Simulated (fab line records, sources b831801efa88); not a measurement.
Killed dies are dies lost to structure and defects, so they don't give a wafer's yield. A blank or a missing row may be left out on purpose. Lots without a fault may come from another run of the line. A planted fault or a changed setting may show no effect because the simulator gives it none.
Chamber matching | flow sfq_line | SFQ_TRILAYER_I7_VIA_ETCH_VIA_ETCH_190 on rie_diel-03: 4 sister chambers
The step etches SiO2 in CHF3, stops on Nb, target depth 260 nm. 4 wafers are shown with their chamber, then 6 later ones without.

WAFERS WITH THEIR CHAMBER
wafer  | chamber | bias_w (W)
L239.3 | 0       | 79.59
L248.1 | 3       | 80.26
L248.4 | 2       | 79.84
L250.6 | 1       | 80.10

WAFERS WITHOUT THEIR CHAMBER
wafer  | bias_w (W)
L257.2 | 79.96
L257.3 | 79.98
L257.4 | 80.28
L259.1 | 79.83
L259.4 | 80.33
L259.6 | 79.86

WHICH CHAMBER EACH WENT THROUGH
wafer  | from the rows above     | in truth
L257.2 | can't be placed: 2 or 1 | 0
L257.3 | can't be placed: 1 or 2 | 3
L257.4 | 3                       | 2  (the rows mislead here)
L259.1 | 2                       | 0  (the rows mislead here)
L259.4 | 3                       | 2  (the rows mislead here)
L259.6 | 2                       | 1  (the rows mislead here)
Placed correctly: 0 of 6. Can't be placed from these rows: 2 (the true chamber is among the candidates in 0). Placed wrongly: 4.
How it was worked out, from the rows above alone: a wafer's distance from a chamber is the root of the sum, over the readings, of the square of ((its reading less the chamber's mean) divided by the reading's scatter). The wafer belongs to the nearest chamber; if the next one is less than 2 further off, it can't be placed. A chamber's mean is the mean of its shown wafers. The scatter: with one shown wafer a chamber, the root of the mean of the squares of how far each hidden wafer lies from its nearest shown one.
